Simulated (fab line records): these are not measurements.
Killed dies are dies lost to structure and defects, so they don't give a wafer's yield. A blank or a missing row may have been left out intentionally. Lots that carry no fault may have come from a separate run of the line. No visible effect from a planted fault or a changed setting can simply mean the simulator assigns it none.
What tool caused it?    flow gf180mcu    39 wafers from 13 lots sampled at 4 of the route's 602 steps

## WHAT EACH GAUGE READ, for each wafer
GF_VT_IMPLANT_RS_MEAS_47: the measuring method here is four-point-probe. Usual: NWELL_RS gives 488.0 ohm/sq (standard deviation 1.2).
lot   measured      on             NWELL_RS (ohm/sq)  flag
L810  day 7 20:21   film-metro-04  487.2 487.2 486.3  
L811  day 8 02:39   film-metro-01  487.7 486.9 488.1  
L812  day 8 12:07   film-metro-04  488.6 489.6 489.7  
L813  day 8 18:59   film-metro-01  489.3 488.5 490.0  
L815  day 9 05:09   film-metro-03  489.0 489.7 488.1  
L816  day 9 12:22   film-metro-03  487.7 487.4 488.3  
L820  day 10 17:38  film-metro-04  487.3 487.9 487.5  
L821  day 10 19:17  film-metro-01  488.4 489.1 488.4  
L824  day 11 17:36  film-metro-03  479.8 480.5 480.5  OFF
L825  day 11 23:37  film-metro-03  478.8 477.8 477.7  OFF
L827  day 12 18:28  film-metro-04  485.7 485.2 486.5  
L829  day 13 06:03  film-metro-03  485.7 487.9 486.3  
L831  day 14 00:06  film-metro-03  488.8 487.8 487.8  

GF_M3_CD_MEAS_14: the cd target is 280 nm. Usual: cd-nm 280.2 nm, standard deviation 1.1.
lot   measured      on         cd-nm (nm)         flag
L810  day 21 19:32  cd-sem-02  280.8 281.8 280.4  
L811  day 22 08:41  cd-sem-02  279.2 280.4 279.9  
L812  day 22 18:14  cd-sem-02  280.2 280.3 279.9  
L813  day 23 09:16  cd-sem-01  280.4 280.7 281.4  
L815  day 23 19:41  cd-sem-02  279.9 279.2 279.7  
L816  day 23 23:50  cd-sem-02  281.9 281.1 281.8  
L820  day 25 10:32  cd-sem-02  280.7 280.9 280.1  
L821  day 25 13:42  cd-sem-01  280.6 279.5 280.5  
L824  day 26 13:24  cd-sem-02  279.4 278.7 279.2  
L825  day 26 20:19  cd-sem-01  281.2 280.5 282.4  
L827  day 27 12:38  cd-sem-02  280.7 280.7 280.0  
L829  day 28 02:25  cd-sem-01  280.0 280.5 280.6  
L831  day 28 20:09  cd-sem-01  281.0 279.9 280.9  

## WHAT TOOL EACH LOT RAN ON (gives the tool, then ch and the chambers of the sampled wafers, and finally the start)
lot   GF_NWELL_IMPLANT_08             GF_V2_ETCH_17
L810  implanter-03 ch 0, day 3 13:25  rie-diel-01 ch 0,1, day 21 19:32 or earlier
L811  implanter-02 ch 0, day 3 17:40  rie-diel-01 ch 0,1,2, day 22 08:41 or earlier
L812  implanter-02 ch 0, day 4 01:25  rie-diel-01 ch 0,1,3, day 22 18:14 or earlier
L813  implanter-03 ch 0, day 4 07:39  rie-diel-01 ch 0,1,2, day 23 09:16 or earlier
L815  implanter-03 ch 0, day 4 16:20  rie-diel-03 ch 0,1,2, day 23 19:41 or earlier
L816  implanter-03 ch 0, day 4 21:13  rie-diel-03 ch 1,2, day 23 23:50 or earlier
L820  implanter-02 ch 0, day 5 21:06  rie-diel-01 ch 1,2,3, day 25 10:32 or earlier
L821  implanter-03 ch 0, day 6 00:25  rie-diel-01 ch 0,1, day 25 13:42 or earlier
L824  implanter-03 ch 0, day 6 18:20  rie-diel-03 ch 1,2,3, day 26 13:24 or earlier
L825  implanter-03 ch 0, day 6 22:21  rie-diel-03 ch 2,3, day 26 20:19 or earlier
L827  implanter-02 ch 0, day 7 12:29  rie-diel-02 ch 0,1,2, day 27 12:38 or earlier
L829  implanter-04 ch 0, day 7 21:10  rie-diel-01 ch 1,2, day 28 02:25 or earlier
L831  implanter-04 ch 0, day 8 11:14  rie-diel-01 ch 2,3, day 28 20:09 or earlier
- GF_NWELL_IMPLANT_08
- GF_V2_ETCH_17: etches SiO2 in C4F8/O2/Ar, stops on TiN, target depth 630 nm.

## AS READ BY THE TOOLS THEMSELVES (means over the sampled wafers that have a number; for cases with no such wafer, the mark the record gives instead)
GF_NWELL_IMPLANT_08. Usual: beam-energy-keV 449.99, standard deviation 0.14; beam-on-s 10.00 s, standard deviation 0.19.
lot   tool          beam-energy-keV  beam-on-s (s)  flag
L810  implanter-03  450.14           9.90           
L811  implanter-02  450.26           10.16          
L812  implanter-02  449.88           9.80           
L813  implanter-03  449.96           9.75           
L815  implanter-03  449.97           9.92           
L816  implanter-03  449.98           10.10          
L820  implanter-02  449.94           10.07          
L821  implanter-03  450.21           9.95           
L824  implanter-03  494.37           10.15          OFF
L825  implanter-03  494.32           9.89           OFF
L827  implanter-02  449.97           10.12          
L829  implanter-04  449.90           9.98           
L831  implanter-04  450.02           9.97           

GF_V2_ETCH_17. Usual: oes-product-au 0.855 a.u., standard deviation 0.0047.
lot   tool         oes-product-au (a.u.)  flag
L810  rie-diel-01  0.856                  
L811  rie-diel-01  0.854                  
L812  rie-diel-01  0.852                  
L813  rie-diel-01  0.857                  
L815  rie-diel-03  0.858                  
L816  rie-diel-03  0.854                  
L820  rie-diel-01  0.854                  
L821  rie-diel-01  0.857                  
L824  rie-diel-03  0.851                  
L825  rie-diel-03  0.849                  
L827  rie-diel-02  0.857                  
L829  rie-diel-01  0.853                  
L831  rie-diel-01  0.853                  

## THE ANSWER, worked out from the rows above alone
Rule: a lot is off if the mean of its wafers that have a number lies more than 3 standard deviations from the usual mean. Also off: a lot with no number at a reading for which 4 or more lots have one. The other lots that the step has rows for count as sound. After the gauges, taken in route order, come the tools' own readings; for these a lot's mean is taken, as printed above. At the first step where some lot is off, the reading lying furthest off is the one used; lots without a number count as furthest.
Off: at GF_VT_IMPLANT_RS_MEAS_47 (NWELL_RS), L824, L825.
A tool fits if, at a process step before that reading, it ran every lot that is off, and no sound lot after the first of them. The gauges at GF_VT_IMPLANT_RS_MEAS_47 aren't tried: what is off there is off at GF_NWELL_IMPLANT_08 too, on other tools, and a gauge's error can't cause that. One fits: GF_NWELL_IMPLANT_08 on implanter-03. A fault onset in the window from L821 (day 6 00:25, its last sound lot) to L824 (day 6 18:20, its first lot off) fits.
The tool's own readings at GF_NWELL_IMPLANT_08 bear it out: on the lots that are off they differ by more than 5 times the standard deviation of the sound lots' means. beam-energy-keV reads 494.35 there against 450.02 on the sound lots.

## WHAT THE SIMULATOR PUT IN
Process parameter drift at GF_NWELL_IMPLANT_08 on implanter-03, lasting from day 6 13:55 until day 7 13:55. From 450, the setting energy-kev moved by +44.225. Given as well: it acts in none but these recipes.
Shown lots that were struck: L824, L825. The rule given above showed the same thing.
